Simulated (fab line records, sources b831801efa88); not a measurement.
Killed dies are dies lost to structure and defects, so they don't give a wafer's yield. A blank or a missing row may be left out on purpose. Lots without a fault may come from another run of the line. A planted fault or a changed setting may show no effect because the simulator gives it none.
Chamber matching | flow sky130 | SKY_CONTACT_ETCH_16 on rie_diel-03: 4 sister chambers
The step etches BARC in N2/H2, stops on SiO2, time 45.9 s, target depth 60 nm. 4 wafers are shown with their chamber, then 8 later ones without.

WAFERS WITH THEIR CHAMBER
wafer  | chamber | oes_product_au (a.u.)
L091.6 | 2       | 0.858
L092.1 | 3       | 0.860
L092.5 | 1       | 0.847
L094.1 | 0       | 0.850

WAFERS WITHOUT THEIR CHAMBER
wafer  | oes_product_au (a.u.)
L094.4 | 0.867
L094.5 | 0.854
L095.2 | 0.858
L095.4 | 0.859
L095.5 | 0.856
L096.1 | 0.853
L096.2 | 0.861
L096.3 | 0.852

WHICH CHAMBER EACH WENT THROUGH
wafer  | from the rows above               | in truth
L094.4 | can't be placed: 3 or 2           | 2
L094.5 | can't be placed: 0 or 2 or 3 or 1 | 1
L095.2 | can't be placed: 2 or 3           | 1
L095.4 | can't be placed: 2 or 3           | 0
L095.5 | can't be placed: 2 or 3 or 0      | 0
L096.1 | can't be placed: 0 or 2 or 1 or 3 | 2
L096.2 | can't be placed: 3 or 2           | 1
L096.3 | can't be placed: 0 or 1 or 2 or 3 | 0
Placed correctly: 0 of 8. Can't be placed from these rows: 8 (the true chamber is among the candidates in 5). Placed wrongly: 0.
How it was worked out, from the rows above alone: a wafer's distance from a chamber is the root of the sum, over the readings, of the square of ((its reading less the chamber's mean) divided by the reading's scatter). The wafer belongs to the nearest chamber; if the next one is less than 2 further off, it can't be placed. A chamber's mean is the mean of its shown wafers. The scatter: with one shown wafer a chamber, the root of the mean of the squares of how far each hidden wafer lies from its nearest shown one.
